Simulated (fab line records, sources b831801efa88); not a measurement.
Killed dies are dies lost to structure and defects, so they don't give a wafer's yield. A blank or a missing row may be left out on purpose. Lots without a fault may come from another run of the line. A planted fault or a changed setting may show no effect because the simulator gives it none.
fab line records | flow sky130
record lots=12 wafers=36 last_day=50
route steps=708 shown FIELD_ISO@11 NWELL@34 PWDE@55 VT_ADJUST_LVTN@106 PAD_OPEN@708
lots that met no fault: from a run of the same line without faults
start_h: hours from the record's first day to the start of the lot's first wafer shown | wait_h: hours since the lot's step before | " the same as in the row above | L1.1+2: a row that stands for several wafers | - no value, or no start given | * or withheld: withheld | < > ~ a bound
route shown NAME@n: a module of which the file shows steps, and the number in the route of the first | usual: mean/standard deviation of fault-free wafers | same: alike in all rows | chamber/n: place in a boat | sites: the reading at each site | _std_site: their standard deviation | _edge_site: outer sites' mean less inner sites' | radius_mm: how far each site lies from the wafer's centre | mask NAME#n: copy n | behind: the tool/chamber that last shaped the wafer | hold: why the lot was held/for how many hours/how that ended | device: the transistor (n, p or np) that didn't switch | end of line: the same wafers' tests at the end of the route | a step without rows: its recipe alone | killed: dies lost to structure and defects at the first sort, not the wafer's yield | map: a wafer's dies, x killed, . not, _ none there
set.NAME: the setting as run; set.NAME@STEP: as run at that earlier step | model.NAME: the simulator's own value behind a step, which no gauge read
steps of the route over a sample of lots; a table a step, a row a wafer
services: from which hour (start_h, from the record's first day; less than 0 if before it) a tool's chamber was out of use, for how many hours, and why
## steps
# step SKY_FIELD_ISO_EXPOSE_10
# recipe mask_id=FOM na=0.68 source_shape=annular sigma_inner=0.4 sigma_outer=0.8 target_cd_nm=150 dose_mj=28
# usual focus_offset_nm=0.0/0.61
# columns lot.wafer tool chamber start_h wait_h mask focus_offset_nm
L364.1 krf_scanner-01 0 20.97 - FOM#0 -0.2
L364.3 " 0 " " FOM#0 -0.7
L364.4 " 0 " " FOM#0 -0.5
L366.3 krf_scanner-02 0 31.68 - FOM#0 -0.5
L366.4 " 0 " " FOM#0 0.5
L366.6 " 0 " " FOM#0 0.5
L370.1 krf_scanner-02 0 52.89 - FOM#0 -0.1
L370.2 " 0 " " FOM#0 0.6
L370.6 " 0 " " FOM#0 0.8
L371.1 krf_scanner-01 0 56.44 - FOM#0 -1.1
L371.3 " 0 " " FOM#0 -1.2
L371.5 " 0 " " FOM#0 -1.5
L372.2 krf_scanner-01 0 62.66 - FOM#0 -0.3
L372.5 " 0 " " FOM#0 -0.5
L372.6 " 0 " " FOM#0 -0.2
L373.2 krf_scanner-02 0 67.46 - FOM_R1#0 0.6
L373.4 " 0 " " FOM_R1#0 -0.9
L373.6 " 0 " " FOM_R1#0 -0.6
L374.2 krf_scanner-01 0 71.99 - FOM#0 -0.7
L374.4 " 0 " " FOM#0 0.9
L374.6 " 0 " " FOM#0 -0.8
L380.1 krf_scanner-01 0 105.67 - FOM#0 0.7
L380.3 " 0 " " FOM#0 0.4
L380.5 " 0 " " FOM#0 -0.1
L383.3 krf_scanner-01 0 118.48 - FOM#0 0.1
L383.4 " 0 " " FOM#0 -0.4
L383.5 " 0 " " FOM#0 0.9
L384.1 krf_scanner-02 0 123.34 - FOM#0 -1.2
L384.2 " 0 " " FOM#0 -0.7
L384.4 " 0 " " FOM#0 -0.2
L385.2 krf_scanner-01 0 129.04 - FOM#0 -1.3
L385.5 " 0 " " FOM#0 -1.5
L385.6 " 0 " " FOM#0 -0.8
L386.1 krf_scanner-01 0 135.74 - FOM#0 -0.6
L386.3 " 0 " " FOM#0 0.2
L386.5 " 0 " " FOM#0 0.7
# step SKY_FIELD_ISO_CD_MEAS_13
# recipe target_cd_nm=150
# usual cd_nm=149.8/1.5
# columns lot.wafer tool chamber start_h wait_h hold cd_nm
L364.1 cd_sem-02 - 28.69 - - 151.0
L364.3 " - " " - 150.1
L364.4 " - " " - 150.7
L366.3 cd_sem-02 - 39.01 - - 149.3
L366.4 " - " " - 148.7
L366.6 " - " " - 149.9
L370.1 cd_sem-01 - 60.72 - - 150.2
L370.2 " - " " - 150.8
L370.6 " - " " - 150.6
L371.1 cd_sem-01 - 64.27 - - 151.1
L371.3 " - " " - 151.8
L371.5 " - " " - 150.3
L372.2 cd_sem-02 - 70.41 - - 151.2
L372.5 " - " " - 150.9
L372.6 " - " " - 149.1
L373.2 cd_sem-01 - 76.14 - await_dispo/0.2h/release 130.5
L373.4 " - " " await_dispo/0.2h/release 130.5
L373.6 " - " " await_dispo/0.2h/release 131.1
L373.2 cd_sem-01 - 76.43 0.3 - 130.5
L373.4 " - " " - 130.5
L373.6 " - " " - 131.0
L374.2 cd_sem-01 - 80.49 - - 151.2
L374.4 " - " " - 149.8
L374.6 " - " " - 151.0
L380.1 cd_sem-02 - 114.77 - - 153.0
L380.3 " - " " - 152.9
L380.5 " - " " - 152.7
L383.3 cd_sem-01 - 127.36 - - 149.1
L383.4 " - " " - 149.9
L383.5 " - " " - 149.5
L384.1 cd_sem-02 - 132.54 - - 152.3
L384.2 " - " " - 150.8
L384.4 " - " " - 151.0
L385.2 cd_sem-02 - 137.29 - - 148.8
L385.5 " - " " - 149.5
L385.6 " - " " - 149.2
L386.1 cd_sem-02 - 144.17 - - 149.6
L386.3 " - " " - 148.0
L386.5 " - " " - 149.9
# step SKY_NWELL_THK_MEAS_02
# recipe reads=SiO2_of_NWELL_OXIDATION_01
# usual NWELL_OXIDATION_THK=10.11/0.21
# columns lot.wafer tool chamber start_h wait_h NWELL_OXIDATION_THK[nm]
L364.1 film_metro-02 - 36.21 0.0 10.43
L364.3 " - " " 10.30
L364.4 " - " " 10.35
L366.3 film_metro-03 - 46.67 0.0 10.17
L366.4 " - " " 10.28
L366.6 " - " " 10.21
L370.1 film_metro-03 - 69.53 0.0 10.11
L370.2 " - " " 10.16
L370.6 " - " " 10.21
L371.1 film_metro-03 - 71.68 0.0 10.14
L371.3 " - " " 9.98
L371.5 " - " " 10.16
L372.2 film_metro-03 - 76.91 0.0 10.04
L372.5 " - " " 10.26
L372.6 " - " " 10.34
L374.2 film_metro-03 - 88.30 0.0 10.03
L374.4 " - " " 10.12
L374.6 " - " " 10.25
L373.2 film_metro-04 - 90.87 0.0 10.06
L373.4 " - " " 9.92
L373.6 " - " " 10.01
L380.1 film_metro-04 - 135.38 0.0 10.39
L380.3 " - " " 10.34
L380.5 " - " " 10.19
L383.3 film_metro-04 - 146.61 0.0 10.17
L383.4 " - " " 10.05
L383.5 " - " " 10.14
L384.1 film_metro-03 - 152.24 0.0 10.14
L384.2 " - " " 10.25
L384.4 " - " " 10.40
L385.2 film_metro-02 - 152.25 0.0 10.12
L385.5 " - " " 10.40
L385.6 " - " " 10.34
L386.1 film_metro-03 - 156.05 0.0 10.22
L386.3 " - " " 10.18
L386.5 " - " " 10.11
# step SKY_PWDE_TW_MEAS_10
# usual PWDE_TW=373/4.3
# columns lot.wafer tool chamber start_h wait_h PWDE_TW
L364.1 film_metro-03 - 68.05 0.1 368
L364.3 " - " " 366
L364.4 " - " " 367
L366.3 film_metro-04 - 79.77 0.1 376
L366.4 " - " " 373
L366.6 " - " " 376
L370.1 film_metro-03 - 104.03 0.1 366
L370.2 " - " " 366
L370.6 " - " " 366
L371.1 film_metro-04 - 106.18 0.1 375
L371.3 " - " " 377
L371.5 " - " " 375
L372.2 film_metro-04 - 111.86 0.1 374
L372.5 " - " " 372
L372.6 " - " " 373
L373.2 film_metro-04 - 120.75 0.1 377
L373.4 " - " " 376
L373.6 " - " " 376
L374.2 film_metro-02 - 123.89 0.1 374
L374.4 " - " " 377
L374.6 " - " " 378
L380.1 film_metro-03 - 170.84 0.1 366
L380.3 " - " " 364
L380.5 " - " " 366
L383.3 film_metro-04 - 183.00 0.1 375
L383.4 " - " " 372
L383.5 " - " " 372
L385.2 film_metro-03 - 193.29 0.1 367
L385.5 " - " " 364
L385.6 " - " " 366
L384.1 film_metro-04 - 193.30 0.1 376
L384.2 " - " " 375
L384.4 " - " " 376
L386.1 film_metro-02 - 195.68 0.1 377
L386.3 " - " " 374
L386.5 " - " " 374
# step SKY_VT_ADJUST_LVTN_STRIP_09
# recipe chemistry=O2/N2 power_w=1400 pressure_mtorr=1500 platen_temp_c=withheld o2_flow_sccm=3000 n2_flow_sccm=300 overash_fraction=0.5
# usual drypump_motor_current_A=5.5/0.3 oes_product_au=0.722/0.0046 strip_time_to_endpoint_s=36.89/0.093
# columns lot.wafer tool chamber start_h wait_h drypump_motor_current_A oes_product_au rf_hours_counter_h strip_time_to_endpoint_s
L364.1 plasma_asher-04 0 138.79 0.1 5.4 0.725 34 36.87
L364.3 " 0 " " 5.3 0.721 - 36.81
L364.4 " 1 " " 5.3 0.719 - 36.95
L366.3 plasma_asher-03 0 150.46 0.1 6.1 0.720 - 36.90
L366.4 " 1 " " 5.3 0.723 - 36.90
L366.6 " 1 " " 5.3 0.722 - 36.98
L370.1 plasma_asher-02 0 178.14 0.1 5.8 0.721 6 36.90
L370.2 " 1 " " 5.9 0.713 6 36.81
L370.6 " 0 " " 5.8 0.721 - 36.85
L371.1 plasma_asher-03 0 180.75 0.1 6.1 0.726 47 36.98
L371.3 " 0 " " 6.0 0.729 - 36.93
L371.5 " 0 " " 6.1 0.725 - 36.98
L372.2 plasma_asher-03 0 187.94 0.1 6.1 0.723 48 36.84
L372.5 " 0 " " 6.1 0.724 - 36.79
L372.6 " 1 " " 5.3 0.723 - 36.88
L373.2 plasma_asher-04 0 195.23 0.1 5.3 0.717 39 36.97
L373.4 " 0 " " 5.3 0.728 - 37.09
L373.6 " 0 " " 5.3 0.725 - 37.05
L374.2 plasma_asher-04 0 200.93 0.1 5.3 0.722 40 36.98
L374.4 " 0 " " 5.3 0.716 - 37.00
L374.6 " 0 " " 5.3 0.737 - 36.93
L380.1 plasma_asher-04 0 260.84 0.1 5.3 0.727 46 36.85
L380.3 " 0 " " 5.3 0.728 - 36.78
L380.5 " 1 " " 5.4 0.724 - 36.88
L383.3 plasma_asher-03 0 273.92 0.1 6.0 0.722 - 36.90
L383.4 " 1 " " 5.3 0.716 - 36.90
L383.5 " 0 " " 6.0 0.730 - 36.84
L385.2 plasma_asher-03 0 285.88 0.1 6.0 0.717 57 36.81
L385.5 " 0 " " 6.0 0.721 - 36.82
L385.6 " 1 " " 5.3 0.720 - 36.76
L384.1 plasma_asher-04 0 286.20 0.1 5.3 0.723 48 37.02
L384.2 " 1 " " 5.3 0.723 48 37.10
L384.4 " 0 " " 5.3 0.728 - 36.96
L386.1 plasma_asher-02 0 289.47 0.1 5.8 0.725 17 36.88
L386.3 " 0 " " 5.8 0.733 - 36.89
L386.5 " 0 " " 5.8 0.725 - 36.90
# step SKY_PAD_OPEN_PROBE_99
# usual killed_at_M0_to_M3=44/7.2 killed_at_M4_up=3.1/1.7 killed_at_contacts=24/5.2 killed_at_front_end=15/4.1 killed_at_other=0.3/0.61 killed_dies=87/10 killed_open=48/7.5 killed_short=39/6.6
# same gross_dies=492 killed_at_back_side=0
# columns lot.wafer tool chamber start_h wait_h killed_at_M0_to_M3 killed_at_M4_up killed_at_contacts killed_at_front_end killed_at_other killed_dies killed_open killed_short
L364.1 prober-01 - 1063.96 0.1 50 1 27 13 0 91 44 47
L364.3 prober-01 - 1064.06 0.2 54 6 28 14 0 102 65 36
L364.4 prober-01 - 1064.11 0.2 52 3 24 13 2 94 45 49
L366.3 prober-02 - 1072.14 0.2 43 4 24 16 0 87 55 32
L366.4 prober-02 - 1072.19 0.2 43 3 26 18 0 90 41 49
L366.6 prober-02 - 1072.29 0.2 40 1 17 21 0 79 39 40
L370.1 prober-01 - 1105.03 0.1 52 2 27 13 1 95 53 42
L370.2 prober-01 - 1105.08 0.1 49 4 23 19 1 96 51 45
L370.6 prober-01 - 1105.28 0.2 45 3 36 23 0 107 58 49
L371.1 prober-02 - 1114.74 0.1 39 2 16 13 0 70 33 37
L371.3 prober-02 - 1114.84 0.2 55 3 25 18 0 101 49 52
L371.5 prober-02 - 1114.94 0.2 47 2 18 20 0 87 51 36
L372.2 prober-01 - 1115.94 0.1 39 4 20 19 0 82 49 33
L372.5 prober-01 - 1116.09 0.2 50 2 23 18 0 93 50 43
L372.6 prober-01 - 1116.14 0.2 50 1 18 12 0 81 45 36
L373.2 prober-02 - 1125.61 0.1 47 4 29 33 1 114 55 45
L373.4 prober-02 - 1125.71 0.2 38 5 15 37 1 96 36 39
L373.6 prober-02 - 1125.81 0.2 30 1 22 30 0 83 35 33
L374.2 prober-01 - 1129.28 0.1 49 5 24 19 0 97 53 44
L374.4 prober-01 - 1129.38 0.2 34 1 23 15 0 73 43 30
L374.6 prober-01 - 1129.48 0.2 34 3 21 20 1 79 41 37
L380.1 prober-01 - 1172.97 0.1 45 2 27 14 0 88 47 41
L380.3 prober-01 - 1173.07 0.2 41 1 30 12 0 84 41 41
L380.5 prober-01 - 1173.17 0.2 40 1 19 11 0 71 39 32
L383.3 prober-02 - 1186.74 0.2 38 3 27 19 2 89 45 42
L383.4 prober-02 - 1186.79 0.2 41 1 14 13 1 70 39 31
L383.5 prober-02 - 1186.84 0.2 53 3 23 10 0 89 48 41
L385.2 prober-01 - 1196.14 0.1 65 3 25 17 1 111 54 57
L385.5 prober-01 - 1196.29 0.2 37 7 23 23 0 90 52 38
L385.6 prober-01 - 1196.34 0.2 46 1 30 16 0 93 54 39
L384.1 prober-02 - 1196.74 0.1 58 4 23 11 0 96 61 35
L384.2 prober-02 - 1196.79 0.1 46 4 18 17 0 85 46 39
L384.4 prober-02 - 1196.89 0.2 42 3 28 8 0 81 54 27
L386.1 prober-01 - 1197.59 0.1 41 3 27 14 2 87 44 41
L386.3 prober-01 - 1197.69 0.2 40 4 26 17 2 89 44 44
L386.5 prober-01 - 1197.79 0.2 41 6 26 19 0 92 44 48
# killed by level:class
L364.1 METAL2:geometric_particle:short=12 CONTACT:geometric_particle:open=11 METAL1:geometric_particle:short=8 VIA2:geometric_particle:open=8 VIA1:geometric_particle:open=7 LI_CONTACT:geometric_particle:open=5 LOCAL_INTERCONNECT:geometric_particle:short=5 CONTACT:geometric_particle:short=5
L364.3 VIA1:geometric_particle:open=15 VIA2:geometric_particle:open=13 CONTACT:geometric_particle:open=12 VIA3:geometric_particle:open=7 FIELD_ISO:geometric_particle:short=6 LI_CONTACT:geometric_particle:open=5 METAL2:geometric_particle:short=5 POLY_GATE:geometric_particle:short=4
L364.4 CONTACT:geometric_particle:open=12 VIA1:geometric_particle:open=10 METAL2:geometric_particle:short=9 METAL1:geometric_particle:short=8 VIA2:geometric_particle:short=8 VIA3:geometric_particle:open=6 CONTACT:geometric_particle:short=5 FIELD_ISO:geometric_particle:open=4
L366.3 VIA1:geometric_particle:open=13 VIA2:geometric_particle:open=8 CONTACT:geometric_particle:open=8 LI_CONTACT:geometric_particle:open=6 FIELD_ISO:geometric_particle:short=5 FIELD_ISO:geometric_particle:open=5 CONTACT:geometric_particle:short=4 VIA1:geometric_particle:short=4
L366.4 CONTACT:geometric_particle:open=9 VIA1:geometric_particle:open=7 VIA1:geometric_particle:short=7 FIELD_ISO:geometric_particle:short=6 VIA3:geometric_particle:open=6 METAL2:geometric_particle:short=6 VIA2:geometric_particle:short=5 POLY_GATE:geometric_particle:short=4
L366.6 VIA1:geometric_particle:open=11 VIA1:geometric_particle:short=10 FIELD_ISO:geometric_particle:short=8 CONTACT:geometric_particle:open=6 VIA2:geometric_particle:open=5 FIELD_ISO:geometric_particle:open=4 POLY_GATE:geometric_particle:open=4 LOCAL_INTERCONNECT:geometric_particle:short=4
L370.1 VIA3:geometric_particle:open=11 VIA1:geometric_particle:open=10 CONTACT:geometric_particle:open=8 LI_CONTACT:geometric_particle:open=6 LOCAL_INTERCONNECT:geometric_particle:short=5 METAL1:geometric_particle:short=5 METAL3:geometric_particle:short=5 VIA1:geometric_particle:short=5
L370.2 VIA1:geometric_particle:open=16 CONTACT:geometric_particle:open=9 METAL2:geometric_particle:short=8 POLY_GATE:geometric_particle:short=7 LI_CONTACT:geometric_particle:open=6 METAL1:geometric_particle:short=6 FIELD_ISO:geometric_particle:open=5 VIA3:geometric_particle:open=5
L370.6 VIA3:geometric_particle:open=10 CONTACT:geometric_particle:open=9 VIA1:geometric_particle:open=8 VIA2:geometric_particle:open=7 LI_CONTACT:geometric_particle:open=7 METAL2:geometric_particle:short=7 FIELD_ISO:geometric_particle:open=6 POLY_GATE:geometric_particle:short=6
L371.1 VIA1:geometric_particle:open=13 METAL1:geometric_particle:short=9 CONTACT:geometric_particle:open=7 METAL2:geometric_particle:short=7 FIELD_ISO:geometric_particle:short=6 LI_CONTACT:geometric_particle:open=4 FIELD_ISO:geometric_particle:open=3 POLY_GATE:geometric_particle:short=2
L371.3 CONTACT:geometric_particle:open=14 VIA1:geometric_particle:open=10 VIA2:geometric_particle:short=9 VIA2:geometric_particle:open=6 VIA1:geometric_particle:short=6 METAL2:geometric_particle:short=5 METAL3:geometric_particle:short=5 FIELD_ISO:geometric_particle:short=4
L371.5 VIA3:geometric_particle:open=8 VIA2:geometric_particle:open=8 VIA1:geometric_particle:open=7 POLY_GATE:geometric_particle:short=6 CONTACT:geometric_particle:open=6 FIELD_ISO:geometric_particle:open=5 POLY_GATE:geometric_particle:open=5 METAL1:geometric_particle:short=5
L372.2 VIA2:geometric_particle:open=10 VIA1:geometric_particle:open=8 CONTACT:geometric_particle:open=7 FIELD_ISO:geometric_particle:short=6 LI_CONTACT:geometric_particle:open=6 VIA3:geometric_particle:open=6 METAL2:geometric_particle:short=4 FIELD_ISO:geometric_particle:open=3
L372.5 VIA1:geometric_particle:open=14 CONTACT:geometric_particle:open=11 CONTACT:geometric_particle:short=7 VIA3:geometric_particle:open=7 METAL3:geometric_particle:short=7 FIELD_ISO:geometric_particle:open=6 FIELD_ISO:geometric_particle:short=5 POLY_GATE:geometric_particle:short=5
L372.6 VIA1:geometric_particle:open=13 CONTACT:geometric_particle:open=9 METAL3:geometric_particle:short=7 VIA3:geometric_particle:short=6 VIA2:geometric_particle:open=6 LI_CONTACT:geometric_particle:open=4 METAL1:geometric_particle:short=4 VIA3:geometric_particle:open=4
L373.2 FIELD_ISO:area_expose=13 CONTACT:geometric_particle:open=12 LI_CONTACT:geometric_particle:open=8 VIA3:geometric_particle:open=8 VIA2:geometric_particle:open=8 POLY_GATE:geometric_particle:short=7 METAL1:geometric_particle:short=7 VIA1:geometric_particle:open=7
L373.4 FIELD_ISO:area_expose=20 CONTACT:geometric_particle:open=10 METAL1:geometric_particle:short=8 METAL2:geometric_particle:short=6 VIA2:geometric_particle:open=6 FIELD_ISO:geometric_particle:short=5 VIA1:geometric_particle:open=5 SPACER:geometric_particle:short=4
L373.6 FIELD_ISO:area_expose=15 CONTACT:geometric_particle:short=8 METAL2:geometric_particle:short=6 POLY_GATE:geometric_particle:open=5 CONTACT:geometric_particle:open=5 VIA2:geometric_particle:open=5 LI_CONTACT:geometric_particle:open=4 LOCAL_INTERCONNECT:geometric_particle:short=4
L374.2 VIA1:geometric_particle:open=11 VIA2:geometric_particle:open=11 LI_CONTACT:geometric_particle:open=10 POLY_GATE:geometric_particle:short=7 VIA3:geometric_particle:short=7 FIELD_ISO:geometric_particle:open=6 CONTACT:geometric_particle:open=5 METAL4:geometric_particle:short=4
L374.4 CONTACT:geometric_particle:open=10 LI_CONTACT:geometric_particle:open=8 VIA1:geometric_particle:open=8 VIA3:geometric_particle:short=6 VIA3:geometric_particle:open=6 FIELD_ISO:geometric_particle:open=4 VIA1:geometric_particle:short=4 METAL1:geometric_particle:short=4
L374.6 LI_CONTACT:geometric_particle:open=8 CONTACT:geometric_particle:open=8 VIA1:geometric_particle:open=8 FIELD_ISO:geometric_particle:short=7 POLY_GATE:geometric_particle:short=7 VIA3:geometric_particle:open=7 METAL2:geometric_particle:short=4 VIA2:geometric_particle:short=3
L380.1 CONTACT:geometric_particle:open=9 METAL1:geometric_particle:short=9 CONTACT:geometric_particle:short=8 VIA1:geometric_particle:open=8 VIA3:geometric_particle:open=7 LI_CONTACT:geometric_particle:open=6 VIA1:geometric_particle:short=6 POLY_GATE:geometric_particle:short=4
L380.3 CONTACT:geometric_particle:open=10 LI_CONTACT:geometric_particle:open=8 VIA1:geometric_particle:open=8 LOCAL_INTERCONNECT:geometric_particle:short=7 VIA1:geometric_particle:short=7 METAL1:geometric_particle:short=6 POLY_GATE:geometric_particle:open=4 METAL2:geometric_particle:short=4
L380.5 VIA1:geometric_particle:open=15 LI_CONTACT:geometric_particle:open=6 METAL1:geometric_particle:short=6 CONTACT:geometric_particle:open=5 VIA1:geometric_particle:short=5 VIA2:geometric_particle:open=5 POLY_GATE:geometric_particle:short=4 CONTACT:geometric_particle:short=3
L383.3 CONTACT:geometric_particle:open=9 LI_CONTACT:geometric_particle:open=8 VIA1:geometric_particle:open=7 VIA3:geometric_particle:open=7 VIA1:geometric_particle:short=7 FIELD_ISO:geometric_particle:short=6 FIELD_ISO:geometric_particle:open=5 LI_CONTACT:geometric_particle:short=5
L383.4 VIA1:geometric_particle:open=10 METAL2:geometric_particle:short=6 FIELD_ISO:geometric_particle:open=5 METAL1:geometric_particle:short=5 VIA3:geometric_particle:open=5 VIA2:geometric_particle:short=4 CONTACT:geometric_particle:open=4 VIA2:geometric_particle:open=4
L383.5 CONTACT:geometric_particle:open=11 VIA1:geometric_particle:open=11 VIA1:geometric_particle:short=10 VIA2:geometric_particle:open=9 VIA2:geometric_particle:short=6 METAL2:geometric_particle:short=5 LI_CONTACT:geometric_particle:open=5 CONTACT:geometric_particle:short=5
L385.2 VIA1:geometric_particle:open=11 VIA2:geometric_particle:open=10 METAL1:geometric_particle:short=9 VIA1:geometric_particle:short=9 LOCAL_INTERCONNECT:geometric_particle:short=8 VIA3:geometric_particle:open=8 CONTACT:geometric_particle:open=7 POLY_GATE:geometric_particle:open=5
L385.5 VIA1:geometric_particle:open=12 CONTACT:geometric_particle:open=9 POLY_GATE:geometric_particle:open=7 FIELD_ISO:geometric_particle:open=6 METAL4:geometric_particle:short=6 FIELD_ISO:geometric_particle:short=5 LI_CONTACT:geometric_particle:open=5 LOCAL_INTERCONNECT:geometric_particle:short=5
L385.6 VIA1:geometric_particle:open=12 CONTACT:geometric_particle:short=10 VIA2:geometric_particle:open=9 POLY_GATE:geometric_particle:open=6 CONTACT:geometric_particle:open=6 LI_CONTACT:geometric_particle:open=6 FIELD_ISO:geometric_particle:open=5 LOCAL_INTERCONNECT:geometric_particle:short=5
L384.1 VIA1:geometric_particle:open=15 CONTACT:geometric_particle:open=12 VIA3:geometric_particle:open=10 VIA2:geometric_particle:open=8 LI_CONTACT:geometric_particle:open=5 METAL1:geometric_particle:short=5 VIA2:geometric_particle:short=5 FIELD_ISO:geometric_particle:open=3
L384.2 VIA1:geometric_particle:open=12 VIA2:geometric_particle:open=8 CONTACT:geometric_particle:open=5 FIELD_ISO:geometric_particle:open=4 POLY_GATE:geometric_particle:open=4 LI_CONTACT:geometric_particle:open=4 CONTACT:geometric_particle:short=4 METAL1:geometric_particle:short=4
L384.4 CONTACT:geometric_particle:open=12 VIA1:geometric_particle:open=10 VIA2:geometric_particle:open=10 LI_CONTACT:geometric_particle:open=9 VIA1:geometric_particle:short=7 METAL2:geometric_particle:open=4 METAL1:geometric_particle:short=4 FIELD_ISO:geometric_particle:open=3
L386.1 VIA1:geometric_particle:open=13 LI_CONTACT:geometric_particle:open=9 CONTACT:geometric_particle:open=8 METAL2:geometric_particle:short=7 FIELD_ISO:geometric_particle:short=6 LOCAL_INTERCONNECT:geometric_particle:short=5 VIA2:geometric_particle:open=5 LI_CONTACT:geometric_particle:short=4
L386.3 METAL1:geometric_particle:short=10 VIA1:geometric_particle:open=10 CONTACT:geometric_particle:open=9 POLY_GATE:geometric_particle:open=6 LI_CONTACT:geometric_particle:open=5 CONTACT:geometric_particle:short=5 METAL2:geometric_particle:short=4 VIA2:geometric_particle:open=4
L386.5 CONTACT:geometric_particle:open=12 VIA1:geometric_particle:open=8 FIELD_ISO:geometric_particle:short=7 METAL2:geometric_particle:short=7 FIELD_ISO:geometric_particle:open=6 CONTACT:geometric_particle:short=6 METAL1:geometric_particle:short=6 METAL4:geometric_particle:short=5
## services
# columns tool chamber start_h hours kind
krf_scanner-01 - 7.13 4.0 pm
krf_scanner-01 - 20.62 0.2 repair
krf_scanner-02 - 24.21 0.8 pm
krf_scanner-02 - 33.84 0.6 repair
krf_scanner-01 - 46.36 4.4 pm
plasma_asher-03 - 46.99 1.2 repair
krf_scanner-02 - 50.73 1.3 pm
krf_scanner-01 - 52.84 1.3 pm
krf_scanner-02 - 57.91 0.3 repair
plasma_asher-04 - 75.45 1.0 repair
krf_scanner-01 - 90.03 1.0 pm
krf_scanner-02 - 114.51 0.2 repair
krf_scanner-01 - 139.50 0.8 pm
krf_scanner-02 - 143.87 1.0 pm
krf_scanner-02 - 156.39 3.2 repair
krf_scanner-01 - 176.79 3.6 pm
krf_scanner-02 - 193.01 0.8 pm
plasma_asher-04 - 197.53 2.8 pm
plasma_asher-03 - 210.66 1.0 repair
krf_scanner-02 - 219.52 1.9 repair
krf_scanner-02 - 226.49 1.3 pm
krf_scanner-01 - 228.74 1.3 pm
plasma_asher-03 - 236.07 2.6 repair
krf_scanner-01 - 259.03 1.0 pm
## key
first_sign step=SKY_FIELD_ISO_EXPOSE_10 reading=mask direction=changed
effect step=SKY_FIELD_ISO_CD_MEAS_13 reading=visit direction=added
effect step=SKY_FIELD_ISO_CD_MEAS_13 reading=cd_nm direction=down sigmas=13 usual=149.8 struck=130.7
effect step=SKY_PAD_OPEN_PROBE_99 reading=killed_at_front_end direction=up sigmas=4.4 usual=15 struck=33
more_kills_born_at SKY_FIELD_ISO_EXPOSE_10@krf_scanner-02=48
met_at SKY_FIELD_ISO_EXPOSE_10
struck_lots L373
tester_left_out L373
not_acting_at SKY_NWELL_THK_MEAS_02,SKY_PWDE_TW_MEAS_10,SKY_VT_ADJUST_LVTN_STRIP_09
onset_between 52.89 67.46
fault kind=wrong_mask tool=any chamber=- onset_h=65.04 steps=SKY_FIELD_ISO_EXPOSE_10 aux_copy=FOM_R1#0 cd_offset_nm=-18 scope=struck_lots_only
# tester_left_out: of these lots the tester's yield and bins aren't shown, on N5 and GAA mostly nor the transistor test; their killed dies are dies lost to structure and defects alone, not to doping, threshold or leakage, so they don't give the yield
